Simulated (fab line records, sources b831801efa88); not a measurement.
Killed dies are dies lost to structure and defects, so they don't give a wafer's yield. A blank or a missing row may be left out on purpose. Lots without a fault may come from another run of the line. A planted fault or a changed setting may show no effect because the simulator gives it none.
Chamber matching | flow sfq_line | SFQ_TRILAYER_I7_DEP_PECVD_183 on pecvd-02: 3 sister chambers
The step deposits SiO2 from SiH4/N2O, time 111.11 s, target thk 500 nm. 6 wafers are shown with their chamber, then 8 later ones without.

WAFERS WITH THEIR CHAMBER
wafer  | chamber | throttle_valve_pct (%) | heater_power_w (W)
L545.4 | 0       | 26.9                   | 77
L545.5 | 2       | 25.6                   | 58
L550.1 | 0       | 27.0                   | 82
L550.4 | 1       | 24.3                   | 88
L550.5 | 2       | 25.5                   | 68
L557.1 | 1       | 24.8                   | 89

WAFERS WITHOUT THEIR CHAMBER
wafer  | throttle_valve_pct (%) | heater_power_w (W)
L557.3 | 27.8                   | 88
L557.5 | 24.8                   | 91
L560.1 | 26.4                   | 70
L560.2 | 27.8                   | 92
L560.3 | 24.5                   | 87
L562.2 | 25.8                   | 68
L562.4 | 25.9                   | 72
L562.5 | 24.6                   | 87

WHICH CHAMBER EACH WENT THROUGH
wafer  | from the rows above     | in truth
L557.3 | 0                       | 0
L557.5 | 1                       | 1
L560.1 | can't be placed: 0 or 2 | 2
L560.2 | 0                       | 0
L560.3 | 1                       | 1
L562.2 | 2                       | 2
L562.4 | 2                       | 2
L562.5 | 1                       | 1
Placed correctly: 7 of 8. Can't be placed from these rows: 1 (the true chamber is among the candidates in 1). Placed wrongly: 0.
How it was worked out, from the rows above alone: a wafer's distance from a chamber is the root of the sum, over the readings, of the square of ((its reading less the chamber's mean) divided by the reading's scatter). The wafer belongs to the nearest chamber; if the next one is less than 2 further off, it can't be placed. A chamber's mean is the mean of its shown wafers. The scatter: the root of (the sum of the squares of (reading less its chamber's mean) over the shown wafers, divided by (wafers less chambers)).
